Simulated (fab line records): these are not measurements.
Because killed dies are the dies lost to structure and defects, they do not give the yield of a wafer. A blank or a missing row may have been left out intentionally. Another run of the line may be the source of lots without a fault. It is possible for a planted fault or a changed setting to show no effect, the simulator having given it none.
Which of the tools did it? || flow sky130 || 13 lots with 37 wafers sampled at 4 steps, on a route of 708 steps

== WHAT THE GAUGES SHOWED, per wafer ==
SKY_NWELL_THK_MEAS_02.
{"lot": "L458", "measured": "day 2 14:44", "on": "film_metro-02", "NWELL_OXIDATION_THK (nm)": "9.77 9.98 10.03"}
{"lot": "L460", "measured": "day 3 03:22", "on": "film_metro-02", "NWELL_OXIDATION_THK (nm)": "10.25 10.02 10.04"}
{"lot": "L461", "measured": "day 3 08:51", "on": "film_metro-04", "NWELL_OXIDATION_THK (nm)": "9.87 9.99 9.90"}
{"lot": "L462", "measured": "day 3 11:07", "on": "film_metro-03", "NWELL_OXIDATION_THK (nm)": "9.89 9.83 9.97"}
{"lot": "L463", "measured": "day 3 17:04", "on": "film_metro-03", "NWELL_OXIDATION_THK (nm)": "9.87 9.81 10.23"}
{"lot": "L464", "measured": "day 3 22:28", "on": "film_metro-02", "NWELL_OXIDATION_THK (nm)": "9.67 9.83 9.95"}
{"lot": "L465", "measured": "day 4 01:17", "on": "film_metro-02", "NWELL_OXIDATION_THK (nm)": "9.96 10.10 10.21"}
{"lot": "L466", "measured": "day 4 07:05", "on": "film_metro-02", "NWELL_OXIDATION_THK (nm)": "10.23 10.13 10.34"}
{"lot": "L467", "measured": "day 4 10:54", "on": "film_metro-03", "NWELL_OXIDATION_THK (nm)": "10.20 10.15 10.31"}
{"lot": "L470", "measured": "day 5 05:26", "on": "film_metro-02", "NWELL_OXIDATION_THK (nm)": "9.85 9.66 9.66"}
{"lot": "L477", "measured": "day 6 13:38", "on": "film_metro-02", "NWELL_OXIDATION_THK (nm)": "9.84 9.95"}
{"lot": "L478", "measured": "day 6 20:47", "on": "film_metro-04", "NWELL_OXIDATION_THK (nm)": "9.89 9.62"}
{"lot": "L480", "measured": "day 7 03:54", "on": "film_metro-04", "NWELL_OXIDATION_THK (nm)": "9.99 9.83 10.00"}

SKY_SONOS_TUNNEL_CD_MEAS_07: the cd target is 410 nm.
{"lot": "L458", "measured": "day 11 06:46", "on": "cd_sem-02", "cd_nm (nm)": "410.4 410.9 409.7"}
{"lot": "L460", "measured": "day 12 02:26", "on": "cd_sem-01", "cd_nm (nm)": "408.4 407.8 405.8"}
{"lot": "L461", "measured": "day 12 11:47", "on": "cd_sem-01", "cd_nm (nm)": "407.8 408.4 408.1"}
{"lot": "L462", "measured": "day 12 14:47", "on": "cd_sem-02", "cd_nm (nm)": "407.9 408.2 408.5"}
{"lot": "L463", "measured": "day 12 23:13", "on": "cd_sem-02", "cd_nm (nm)": "409.8 410.8 409.5"}
{"lot": "L464", "measured": "day 13 06:28", "on": "cd_sem-01", "cd_nm (nm)": "406.4 405.7 406.2"}
{"lot": "L465", "measured": "day 13 11:58", "on": "cd_sem-01", "cd_nm (nm)": "411.4 411.5 411.8"}
{"lot": "L466", "measured": "day 13 20:14", "on": "cd_sem-02", "cd_nm (nm)": "408.3 406.5 407.8"}
{"lot": "L467", "measured": "day 14 00:17", "on": "cd_sem-01", "cd_nm (nm)": "411.1 409.7 410.5"}
{"lot": "L470", "measured": "day 15 07:04", "on": "cd_sem-01", "cd_nm (nm)": "410.3 411.6 410.7"}
{"lot": "L477", "measured": "day 17 06:59", "on": "cd_sem-01", "cd_nm (nm)": "406.7 406.6"}
{"lot": "L478", "measured": "day 17 13:37", "on": "cd_sem-01", "cd_nm (nm)": "411.9 408.3"}
{"lot": "L480", "measured": "day 18 03:47", "on": "cd_sem-01", "cd_nm (nm)": "408.8 407.9 408.4"}

== WHICH TOOL RAN EACH LOT (tool, then ch and the chambers of the sampled wafers, then the start) ==
{"lot": "L458", "SKY_FIELD_ISO_ETCH_17": "rie_si-02 ch 1,2,3, day 2 07:57", "SKY_DNWELL_STRIP_08": "plasma_asher-02 ch 0,1, day 3 06:14"}
{"lot": "L460", "SKY_FIELD_ISO_ETCH_17": "rie_si-01 ch 0,1,3, day 2 21:21", "SKY_DNWELL_STRIP_08": "plasma_asher-02 ch 0,1, day 3 18:46"}
{"lot": "L461", "SKY_FIELD_ISO_ETCH_17": "rie_si-01 ch 0,1,3, day 3 00:57", "SKY_DNWELL_STRIP_08": "plasma_asher-01 ch 0,1, day 4 00:53"}
{"lot": "L462", "SKY_FIELD_ISO_ETCH_17": "rie_si-02 ch 0,1,2, day 3 01:18", "SKY_DNWELL_STRIP_08": "plasma_asher-01 ch 0,1, day 4 02:40"}
{"lot": "L463", "SKY_FIELD_ISO_ETCH_17": "rie_si-02 ch 1,2, day 3 06:51", "SKY_DNWELL_STRIP_08": "plasma_asher-02 ch 0,1, day 4 09:45"}
{"lot": "L464", "SKY_FIELD_ISO_ETCH_17": "rie_si-01 ch 0,2,3, day 3 11:23", "SKY_DNWELL_STRIP_08": "plasma_asher-01 ch 0,1, day 4 14:46"}
{"lot": "L465", "SKY_FIELD_ISO_ETCH_17": "rie_si-02 ch 0,2,3, day 3 16:14", "SKY_DNWELL_STRIP_08": "plasma_asher-01 ch 0,1, day 4 17:55"}
{"lot": "L466", "SKY_FIELD_ISO_ETCH_17": "rie_si-02 ch 0,1,3, day 3 23:42", "SKY_DNWELL_STRIP_08": "plasma_asher-04 ch 0,1, day 4 23:58"}
{"lot": "L467", "SKY_FIELD_ISO_ETCH_17": "rie_si-01 ch 0,1,3, day 4 03:34", "SKY_DNWELL_STRIP_08": "plasma_asher-02 ch 0,1, day 5 04:00"}
{"lot": "L470", "SKY_FIELD_ISO_ETCH_17": "rie_si-02 ch 0,1, day 4 20:24", "SKY_DNWELL_STRIP_08": "plasma_asher-04 ch 0,1, day 5 23:25"}
{"lot": "L477", "SKY_FIELD_ISO_ETCH_17": "rie_si-01 ch 1, day 6 07:03", "SKY_DNWELL_STRIP_08": "plasma_asher-01 ch 0, day 7 09:46"}
{"lot": "L478", "SKY_FIELD_ISO_ETCH_17": "rie_si-01 ch 0,2, day 6 13:32", "SKY_DNWELL_STRIP_08": "plasma_asher-02 ch 0,1, day 7 16:34"}
{"lot": "L480", "SKY_FIELD_ISO_ETCH_17": "rie_si-02 ch 0,2, day 6 22:20", "SKY_DNWELL_STRIP_08": "plasma_asher-02 ch 0,1, day 7 23:56"}
- SKY_FIELD_ISO_ETCH_17: etches Si in HBr/Cl2/O2, target depth 342 nm, time 97.7 s.
- SKY_DNWELL_STRIP_08: strips in O2/N2.

== WHAT THE TOOLS THEMSELVES READ (means of the sampled wafers that have a number; where no wafer has one, the mark that the record gives instead) ==
SKY_FIELD_ISO_ETCH_17.
{"lot": "L458", "tool": "rie_si-02", "HBr_flow_sccm (sccm)": 150.3, "chamber_pressure_mTorr (mTorr)": 14.990, "drypump_motor_current_A (A)": 5.5, "oes_product_au (a.u.)": 1.005, "run_length_s (s)": 125.9, "throttle_valve_pct (%)": 25.649}
{"lot": "L460", "tool": "rie_si-01", "HBr_flow_sccm (sccm)": 150.2, "chamber_pressure_mTorr (mTorr)": 15.006, "drypump_motor_current_A (A)": 5.6, "oes_product_au (a.u.)": 1.002, "run_length_s (s)": 126.3, "throttle_valve_pct (%)": 25.642}
{"lot": "L461", "tool": "rie_si-01", "HBr_flow_sccm (sccm)": 150.1, "chamber_pressure_mTorr (mTorr)": 15.000, "drypump_motor_current_A (A)": 5.6, "oes_product_au (a.u.)": 0.998, "run_length_s (s)": 126.0, "throttle_valve_pct (%)": 25.652}
{"lot": "L462", "tool": "rie_si-02", "HBr_flow_sccm (sccm)": 150.0, "chamber_pressure_mTorr (mTorr)": 14.999, "drypump_motor_current_A (A)": 5.7, "oes_product_au (a.u.)": 1.004, "run_length_s (s)": 126.1, "throttle_valve_pct (%)": 25.653}
{"lot": "L463", "tool": "rie_si-02", "HBr_flow_sccm (sccm)": 150.1, "chamber_pressure_mTorr (mTorr)": 15.012, "drypump_motor_current_A (A)": 5.2, "oes_product_au (a.u.)": 1.011, "run_length_s (s)": 125.7, "throttle_valve_pct (%)": 25.652}
{"lot": "L464", "tool": "rie_si-01", "HBr_flow_sccm (sccm)": 149.7, "chamber_pressure_mTorr (mTorr)": 14.985, "drypump_motor_current_A (A)": 5.6, "oes_product_au (a.u.)": 1.005, "run_length_s (s)": 126.0, "throttle_valve_pct (%)": 25.658}
{"lot": "L465", "tool": "rie_si-02", "HBr_flow_sccm (sccm)": 150.0, "chamber_pressure_mTorr (mTorr)": 14.999, "drypump_motor_current_A (A)": 6.0, "oes_product_au (a.u.)": 0.991, "run_length_s (s)": 126.2, "throttle_valve_pct (%)": 25.653}
{"lot": "L466", "tool": "rie_si-02", "HBr_flow_sccm (sccm)": 149.8, "chamber_pressure_mTorr (mTorr)": 14.997, "drypump_motor_current_A (A)": 5.8, "oes_product_au (a.u.)": 0.998, "run_length_s (s)": 125.8, "throttle_valve_pct (%)": 25.665}
{"lot": "L467", "tool": "rie_si-01", "HBr_flow_sccm (sccm)": 150.1, "chamber_pressure_mTorr (mTorr)": 14.996, "drypump_motor_current_A (A)": 5.6, "oes_product_au (a.u.)": 1.001, "run_length_s (s)": 126.2, "throttle_valve_pct (%)": 25.651}
{"lot": "L470", "tool": "rie_si-02", "HBr_flow_sccm (sccm)": 149.9, "chamber_pressure_mTorr (mTorr)": 15.007, "drypump_motor_current_A (A)": 5.5, "oes_product_au (a.u.)": 1.001, "run_length_s (s)": 125.8, "throttle_valve_pct (%)": 25.659}
{"lot": "L477", "tool": "rie_si-01", "HBr_flow_sccm (sccm)": 149.7, "chamber_pressure_mTorr (mTorr)": 14.994, "drypump_motor_current_A (A)": 5.6, "oes_product_au (a.u.)": 0.996, "run_length_s (s)": 137.8, "throttle_valve_pct (%)": 25.648}
{"lot": "L478", "tool": "rie_si-01", "HBr_flow_sccm (sccm)": 149.8, "chamber_pressure_mTorr (mTorr)": 14.998, "drypump_motor_current_A (A)": 5.6, "oes_product_au (a.u.)": 0.996, "run_length_s (s)": 132.2, "throttle_valve_pct (%)": 25.659}
{"lot": "L480", "tool": "rie_si-02", "HBr_flow_sccm (sccm)": 150.4, "chamber_pressure_mTorr (mTorr)": 14.996, "drypump_motor_current_A (A)": 5.9, "oes_product_au (a.u.)": 0.990, "run_length_s (s)": 125.9, "throttle_valve_pct (%)": 25.652}

SKY_DNWELL_STRIP_08.
{"lot": "L458", "tool": "plasma_asher-02", "chamber_pressure_mTorr (mTorr)": 1500.3, "drypump_motor_current_A (A)": 5.7, "oes_product_au (a.u.)": 0.726, "strip_time_to_endpoint_s (s)": 37.04}
{"lot": "L460", "tool": "plasma_asher-02", "chamber_pressure_mTorr (mTorr)": 1499.0, "drypump_motor_current_A (A)": 5.7, "oes_product_au (a.u.)": 0.723, "strip_time_to_endpoint_s (s)": 37.02}
{"lot": "L461", "tool": "plasma_asher-01", "chamber_pressure_mTorr (mTorr)": 1501.7, "drypump_motor_current_A (A)": 5.9, "oes_product_au (a.u.)": 0.724, "strip_time_to_endpoint_s (s)": 36.89}
{"lot": "L462", "tool": "plasma_asher-01", "chamber_pressure_mTorr (mTorr)": 1499.4, "drypump_motor_current_A (A)": 5.7, "oes_product_au (a.u.)": 0.723, "strip_time_to_endpoint_s (s)": 36.94}
{"lot": "L463", "tool": "plasma_asher-02", "chamber_pressure_mTorr (mTorr)": 1500.2, "drypump_motor_current_A (A)": 6.0, "oes_product_au (a.u.)": 0.728, "strip_time_to_endpoint_s (s)": 36.97}
{"lot": "L464", "tool": "plasma_asher-01", "chamber_pressure_mTorr (mTorr)": 1500.3, "drypump_motor_current_A (A)": 5.7, "oes_product_au (a.u.)": 0.726, "strip_time_to_endpoint_s (s)": 36.80}
{"lot": "L465", "tool": "plasma_asher-01", "chamber_pressure_mTorr (mTorr)": 1500.3, "drypump_motor_current_A (A)": 5.8, "oes_product_au (a.u.)": 0.722, "strip_time_to_endpoint_s (s)": 36.86}
{"lot": "L466", "tool": "plasma_asher-04", "chamber_pressure_mTorr (mTorr)": 1498.8, "drypump_motor_current_A (A)": 5.6, "oes_product_au (a.u.)": 0.722, "strip_time_to_endpoint_s (s)": 36.93}
{"lot": "L467", "tool": "plasma_asher-02", "chamber_pressure_mTorr (mTorr)": 1498.9, "drypump_motor_current_A (A)": 5.9, "oes_product_au (a.u.)": 0.720, "strip_time_to_endpoint_s (s)": 36.98}
{"lot": "L470", "tool": "plasma_asher-04", "chamber_pressure_mTorr (mTorr)": 1499.6, "drypump_motor_current_A (A)": 5.6, "oes_product_au (a.u.)": 0.720, "strip_time_to_endpoint_s (s)": 37.08}
{"lot": "L477", "tool": "plasma_asher-01", "chamber_pressure_mTorr (mTorr)": 1500.4, "drypump_motor_current_A (A)": 5.6, "oes_product_au (a.u.)": 0.728, "strip_time_to_endpoint_s (s)": 36.77}
{"lot": "L478", "tool": "plasma_asher-02", "chamber_pressure_mTorr (mTorr)": 1499.0, "drypump_motor_current_A (A)": 5.8, "oes_product_au (a.u.)": 0.724, "strip_time_to_endpoint_s (s)": 36.88}
{"lot": "L480", "tool": "plasma_asher-02", "chamber_pressure_mTorr (mTorr)": 1501.1, "drypump_motor_current_A (A)": 5.7, "oes_product_au (a.u.)": 0.720, "strip_time_to_endpoint_s (s)": 36.84}

== THE ANSWER, worked out from the rows above alone ==
Rule: usual is defined by the lots themselves. Put in order of their means at a reading, lots are off if they are a third of the lots or fewer, leave a main group of 4 or more, and stand apart from it by a gap of 3 or more times the standard deviation of the main group's means; of several such gaps the widest counts. Not used: any main group whose means are identical at the precision the tables above print for the reading. A lot without any number at a reading at which 4 lots or more have one is off too. The other lots that the step has rows for count as sound. The gauges are gone through in route order, then the tools' own readings, and for those a lot's mean is taken as printed above. The first step at which some lot is off is used, and at that step the reading that is off furthest; a lot without a number counts as furthest.
Off at SKY_FIELD_ISO_ETCH_17 (run_length_s): L477, L478. The main group has a mean of 126.0 s with a standard deviation of 0.18.
A tool fits if, at that step or a process step before it, it ran every lot that is off, and no sound lot after the first of them. One candidate fits, namely rie_si-01 at SKY_FIELD_ISO_ETCH_17. A fault onset in the window from L467 (day 4 03:34, its last sound lot) to L477 (day 6 07:03, its first lot off) fits.
The tool's own readings at SKY_FIELD_ISO_ETCH_17 bear it out: on the lots that are off they differ by more than 5 times the standard deviation of the sound lots' means. run_length_s reads 135.0 s there against 126.0 s on the sound lots.

== WHAT WAS PUT IN BY THE SIMULATOR ==
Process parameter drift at SKY_FIELD_ISO_ETCH_17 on rie_si-01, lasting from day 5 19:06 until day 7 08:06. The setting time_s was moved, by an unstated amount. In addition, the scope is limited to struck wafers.
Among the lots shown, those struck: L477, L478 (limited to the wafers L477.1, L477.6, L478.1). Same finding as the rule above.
